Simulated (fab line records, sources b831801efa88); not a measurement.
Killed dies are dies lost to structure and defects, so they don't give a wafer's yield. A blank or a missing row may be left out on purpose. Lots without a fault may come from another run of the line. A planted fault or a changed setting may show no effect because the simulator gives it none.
A struck lot beside a sound one | flow sky130 | 43 steps out of a route of 708
Sound: wafers L552.1, L552.2, L552.4. Struck: wafer L555.5. (L555.3 of the same lot was not struck and is left out.) The cause comes at the end.
At each step with rows: each side's tool, then ch and its chambers, then its first start. Under that, the readings that differ: sound wafers | struck wafers | difference of the means | sigmas: that difference in standard deviations of wafers without a fault.
alike: readings whose means differ by less than 2 such deviations, and words and numbers that are the same on both sides. not compared: withheld readings, readings that some wafer has no value for, bounds like >300 that may hide the same value, and numbers for which the record gives no deviation and whose values overlap.
The two part at a step that has a row with sigmas, a row that says differs or no value, or rows on one side only. Numbers that don't overlap but have no deviation are shown without sigmas and don't part them. A reading that every wafer of one side lacks parts them only if that side has two wafers or more.

first, 3 steps without rows for these wafers: SKY_SONOS_ONO_WET_ETCH_18 (etches Si3N4 in H3PO4, target depth 15 nm, time 172 s); SKY_GATE_OXIDE_CLEAN_00 (cleans in SC1/SC2, time 150 s); SKY_GATE_OXIDE_OXIDATION_01 (stabilise 600 s, purge 300 s, target thk 10.268 nm).
SKY_GATE_OXIDE_THK_MEAS_02:
  sound on film_metro-01, day 15 09:31; struck on film_metro-02, day 16 02:19
  alike: GATE_OXIDE_OXIDATION_00_THK
then, 7 steps without rows for these wafers: SKY_GATE_OXIDE_DEHYDRATE_03 (time 60 s); SKY_GATE_OXIDE_HMDS_04 (prime time 60 s); SKY_GATE_OXIDE_COAT_05 (resist thk 1140 nm); SKY_GATE_OXIDE_SOFTBAKE_06 (time 60 s); SKY_GATE_OXIDE_EXPOSE_07 (exposes mask LVOM, target cd 600 nm); SKY_GATE_OXIDE_PEB_08; SKY_GATE_OXIDE_DEVELOP_09 (develop time 60 s).
SKY_GATE_OXIDE_OVL_MEAS_10:
  sound on overlay-02, day 16 13:04; struck on overlay-02, day 17 06:08
  alike: GATE_OXIDE_OVL
SKY_GATE_OXIDE_IMPLANT_11:
  sound on implanter-04 ch 0, day 16 13:06; struck on implanter-04 ch 0, day 17 06:12
  alike: faraday_current_uA
then, 1 step without rows for these wafers: SKY_GATE_OXIDE_WET_ETCH_12 (etches SiO2 in dHF, target depth 16.8 nm, time 336 s).
SKY_GATE_OXIDE_STRIP_13: strips in O2/N2.
  sound on plasma_asher-02 ch 0,1, day 16 13:21; struck on plasma_asher-04 ch 1, day 17 06:26
  reading               | sound             | struck | difference | sigmas
  oes_product_au (a.u.) | 0.722 0.726 0.722 | 0.711  | -0.012     | -3
  alike: drypump_motor_current_A, o2_flow_sccm, strip_time_to_endpoint_s
  not compared: rf_hours_counter_h
SKY_GATE_OXIDE_TW_MEAS_14:
  sound on film_metro-01, day 16 13:27; struck on film_metro-01, day 17 06:31
  alike: GATE_OXIDE_TW
then, 3 steps without rows for these wafers: SKY_GATE_OXIDE_CLEAN_15 (cleans in SC1/SC2, time 150 s); SKY_GATE_OXIDE_OXIDATION_16 (stabilise 600 s, purge 300 s, target thk 3.57 nm); SKY_POLY_GATE_CVD_00 (deposits poly-Si, target thk 180 nm, time 720 s).
SKY_POLY_GATE_THK_MEAS_01:
  sound on film_metro-02, day 16 16:18; struck on film_metro-04, day 17 09:53
  alike: POLY_GATE_CVD_00_THK
then, 8 steps without rows for these wafers: SKY_RES_PROTECT_DEHYDRATE_00 (time 60 s); SKY_RES_PROTECT_HMDS_01 (prime time 60 s); SKY_RES_PROTECT_COAT_02 (resist thk 1140 nm); SKY_RES_PROTECT_SOFTBAKE_03 (time 60 s); SKY_RES_PROTECT_EXPOSE_04 (exposes mask RPM, target cd 1270 nm); SKY_RES_PROTECT_PEB_05; SKY_RES_PROTECT_DEVELOP_06 (develop time 60 s); SKY_POLY_GATE_IMPLANT_02.
SKY_RES_PROTECT_STRIP_07: strips in O2/N2.
  sound on plasma_asher-01 ch 0,1, day 17 20:51; struck on plasma_asher-01 ch 1, day 18 15:42
  reading             | sound          | struck | difference | sigmas
  o2_flow_sccm (sccm) | 3003 3013 3006 | 2980   | -27        | -3
  alike: drypump_motor_current_A, oes_product_au, strip_time_to_endpoint_s
  not compared: rf_hours_counter_h
SKY_RES_PROTECT_TW_MEAS_08:
  sound on film_metro-01, day 17 20:57; struck on film_metro-04, day 18 15:47
  alike: POLY_GATE_TW
then, 2 steps without rows for these wafers: SKY_RES_PROTECT_CLEAN_09 (cleans in SC1/SC2, time 150 s); SKY_POLY_GATE_CVD_03 (deposits Si3N4 from DCS/NH3, target thk 75 nm, time 1290 s).
SKY_POLY_GATE_THK_MEAS_04:
  sound on film_metro-04, day 17 23:29; struck on film_metro-02, day 18 20:32
  reading                   | sound          | struck | difference | sigmas
  POLY_GATE_CVD_03_THK (nm) | 73.8 74.2 75.0 | 75.8   | +1.5       | +2
then, 8 steps without rows for these wafers: SKY_POLY_GATE_DEHYDRATE_05 (time 60 s); SKY_POLY_GATE_HMDS_06 (prime time 60 s); SKY_POLY_GATE_COAT_07 (resist thk 110 nm); SKY_POLY_GATE_COAT_08 (resist thk 450 nm); SKY_POLY_GATE_SOFTBAKE_09 (time 90 s); SKY_POLY_GATE_EXPOSE_10 (exposes mask P1M, target cd 150 nm); SKY_POLY_GATE_PEB_11; SKY_POLY_GATE_DEVELOP_12 (develop time 60 s).
SKY_POLY_GATE_CD_MEAS_13: target cd 150 nm.
  sound on cd_sem-01, day 19 05:49; struck on cd_sem-01, day 20 03:22
  alike: cd_nm
-- the record jumps here: 28 days lie between the struck wafers' starts before and after (it left off in module POLY_GATE and takes up again in module PAD_OPEN, whose first step shown is number 708 of the route) --
SKY_PAD_OPEN_PROBE_99:
  sound on prober-01, day 47 19:46; struck on prober-02, day 48 10:25
  reading                                 | sound                     | struck  | difference | sigmas
  model.etest.nfet_01v8.drive_ua_um_range | 6.798 10.98 10.22         | 19      | +10        |
  model.etest.pfet_01v8.drive_ua_um_range | 4.4 7.09 6.27             | 12.18   | +6.26      |
  model.etest.pfet_01v8_lvt.vt_v_range    | 0.01924 0.01802 0.02114   | 0.138   | +0.119     |
  model.etest.pfet_01v8.vt_v_range        | 0.01038 0.00677 0.009224  | 0.05993 | +0.05114   |
  model.etest.nfet_01v8.vt_v_range        | 0.008564 0.00777 0.009544 | 0.02198 | +0.01335   |

WHERE THEY PART
First at SKY_GATE_OXIDE_STRIP_13; last, within this record, at SKY_POLY_GATE_THK_MEAS_04. Later steps at which nothing parts them and some readings are alike: SKY_POLY_GATE_CD_MEAS_13.

WHY: what the simulator had put in
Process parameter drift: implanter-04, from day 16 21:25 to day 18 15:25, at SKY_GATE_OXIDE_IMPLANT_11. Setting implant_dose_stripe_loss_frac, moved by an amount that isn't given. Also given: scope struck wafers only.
